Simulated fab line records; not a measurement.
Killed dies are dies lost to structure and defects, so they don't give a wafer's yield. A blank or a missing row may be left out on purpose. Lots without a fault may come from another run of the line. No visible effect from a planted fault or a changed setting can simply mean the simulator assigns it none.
Which tool was responsible? || flow sfq-line || 14 lots (42 wafers sampled), 1 step of a 325-step route

## WHAT THE GAUGES SHOWED, per wafer
SFQ_M0_RS_MEAS_904: measures by four-point-probe.
{"lot": "L688", "measured": "day 8 22:52", "on": "film-metro-02", "M0_NB_RS (ohm/sq)": "0.896 0.906 0.895"}
{"lot": "L689", "measured": "day 9 09:35", "on": "film-metro-02", "M0_NB_RS (ohm/sq)": "0.915 0.905 0.904"}
{"lot": "L690", "measured": "day 9 15:37", "on": "film-metro-02", "M0_NB_RS (ohm/sq)": "0.917 0.917 0.930"}
{"lot": "L691", "measured": "day 9 22:53", "on": "film-metro-02", "M0_NB_RS (ohm/sq)": "0.905 0.916 0.903"}
{"lot": "L693", "measured": "day 10 07:17", "on": "film-metro-02", "M0_NB_RS (ohm/sq)": "0.902 0.911 0.898"}
{"lot": "L694", "measured": "day 10 12:46", "on": "film-metro-02", "M0_NB_RS (ohm/sq)": "0.923 0.920 0.915"}
{"lot": "L698", "measured": "day 11 06:42", "on": "film-metro-02", "M0_NB_RS (ohm/sq)": "0.884 0.898 0.908"}
{"lot": "L702", "measured": "day 12 09:40", "on": "film-metro-02", "M0_NB_RS (ohm/sq)": "0.914 0.913 0.910"}
{"lot": "L703", "measured": "day 12 13:16", "on": "film-metro-03", "M0_NB_RS (ohm/sq)": "0.901 0.916 0.902"}
{"lot": "L705", "measured": "day 13 00:14", "on": "film-metro-04", "M0_NB_RS (ohm/sq)": "0.915 0.916 0.925"}
{"lot": "L706", "measured": "day 13 01:25", "on": "film-metro-03", "M0_NB_RS (ohm/sq)": "0.917 0.919 0.924"}
{"lot": "L707", "measured": "day 13 03:50", "on": "film-metro-03", "M0_NB_RS (ohm/sq)": "0.905 0.902 0.910"}
{"lot": "L708", "measured": "day 13 05:01", "on": "film-metro-03", "M0_NB_RS (ohm/sq)": "0.903 0.895 0.901"}
{"lot": "L709", "measured": "day 13 06:13", "on": "film-metro-02", "M0_NB_RS (ohm/sq)": "0.894 0.895 0.898"}

## TOOL THAT RAN EACH LOT (tool first, then ch and the chambers of the sampled wafers, then the start)
The record shows no process step preceding these readings.

## AS READ BY THE TOOLS THEMSELVES (means over the sampled wafers that have a number; for cases with no such wafer, the mark the record gives instead)
The record holds no such reading with a usual standard deviation.

## THE ANSWER, worked out from the rows above alone
Rule: the usual values come from the lots themselves. Put in order of their means at a reading, lots are off if they are a third of the lots or fewer, leave a main group of 4 or more, and stand apart from it by a gap of 3 or more times the standard deviation of the main group's means; of several such gaps the widest counts. Not used: any main group whose means are identical at the precision the tables above print for the reading. Also off: a lot with no number at a reading for which 4 or more lots have one. The other lots that the step has rows for count as sound. The gauges are gone through in route order, then the tools' own readings, and for those a lot's mean is taken as printed above. At the first step where some lot is off, the reading lying furthest off is the one used; lots without a number count as furthest.
None of the lots is off at any reading shown; this tells nothing.

## WHAT THE SIMULATOR PUT IN
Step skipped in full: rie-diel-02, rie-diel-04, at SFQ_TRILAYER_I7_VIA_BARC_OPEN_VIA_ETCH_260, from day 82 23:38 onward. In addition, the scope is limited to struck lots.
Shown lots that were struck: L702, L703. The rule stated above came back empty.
